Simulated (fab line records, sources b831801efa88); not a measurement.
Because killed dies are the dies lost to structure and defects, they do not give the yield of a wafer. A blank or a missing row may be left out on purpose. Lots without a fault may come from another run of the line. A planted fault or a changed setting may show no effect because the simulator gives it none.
2 desks looking at one fault :: flow sky130 :: what lay behind the numbers comes last; until then each desk has only its own

TOOL OWNER'S DESK, litho_track-03
The tool's own readings at SKY_CAP2M_COAT_07 (resist thk 1140 nm): means of the sampled wafers that have a number, for each lot that ran on this tool. If a lot's mean is further than 4 standard deviations from the usual mean, the lot is out of limits and carries the mark OUT (the distance appears in the brackets).
Columns: A = spin_speed_rpm at SKY_CAP2M_COAT_07, usual 2999.8 rpm
lot: L542
first seen here: day 41 21:00
A: 3000.0

lot: L543
first seen here: day 42 10:05
A: 3000.2

lot: L547
first seen here: day 43 21:27
A: 2712.3 (-99 or more) OUT

lot: L548
first seen here: day 44 02:30
A: 2712.5 (-99 or more) OUT

lot: L549
first seen here: day 44 03:06
A: 2713.1 (-99 or more) OUT
This desk's verdict: out of limits on L547, L548, L549, starting with L547 at day 43 21:27 (spin_speed_rpm at SKY_CAP2M_COAT_07). Within limits: L542, L543.

AT THE METROLOGY DESK
What the gauges read for every lot (on any tool): the sampled wafers with a number, averaged. If a lot's mean is further than 4 standard deviations from the usual mean, the lot is out of limits and carries the mark OUT (the distance appears in the brackets).
Columns: A = CAP2M_TIN_RS at SKY_CAP2M_RS_MEAS_03, usual 6.94 ohm/sq
lot: L536
first seen here: day 39 18:14
A: 6.87

lot: L539
first seen here: day 40 06:08
A: 6.95

lot: L541
first seen here: day 41 01:13
A: 6.89

lot: L542
first seen here: day 41 09:39
A: 6.97

lot: L543
first seen here: day 41 22:24
A: 6.88

lot: L547
first seen here: day 43 10:47
A: 7.14

lot: L548
first seen here: day 43 15:36
A: 6.93

lot: L549
first seen here: day 43 16:17
A: 6.99

lot: L554
first seen here: day 44 16:55
A: 6.97

lot: L555
first seen here: day 44 22:21
A: 7.06

lot: L558
first seen here: day 45 20:33
A: 6.93
This desk's finding: nothing out of limits on any of the 11 lots.

BROUGHT TOGETHER
At day 43 21:27, on L547, L548, L549, the tool owner's desk was in a position to raise an alarm.
At the metrology desk, nothing out of limits was observed.
The metrology desk has L547, L548, L549 on record, within its limits.
On litho_track-03, each named lot ran SKY_CAP2M_COAT_07.

WHAT HAD BEEN PUT IN BY THE SIMULATOR
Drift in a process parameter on litho_track-03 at SKY_CAP2M_COAT_07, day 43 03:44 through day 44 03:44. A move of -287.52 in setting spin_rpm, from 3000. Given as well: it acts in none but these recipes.
Shown lots that were struck: L547, L548, L549.
Each desk's first reading out of limits, in hours after the fault started: the tool owner's desk, 18.
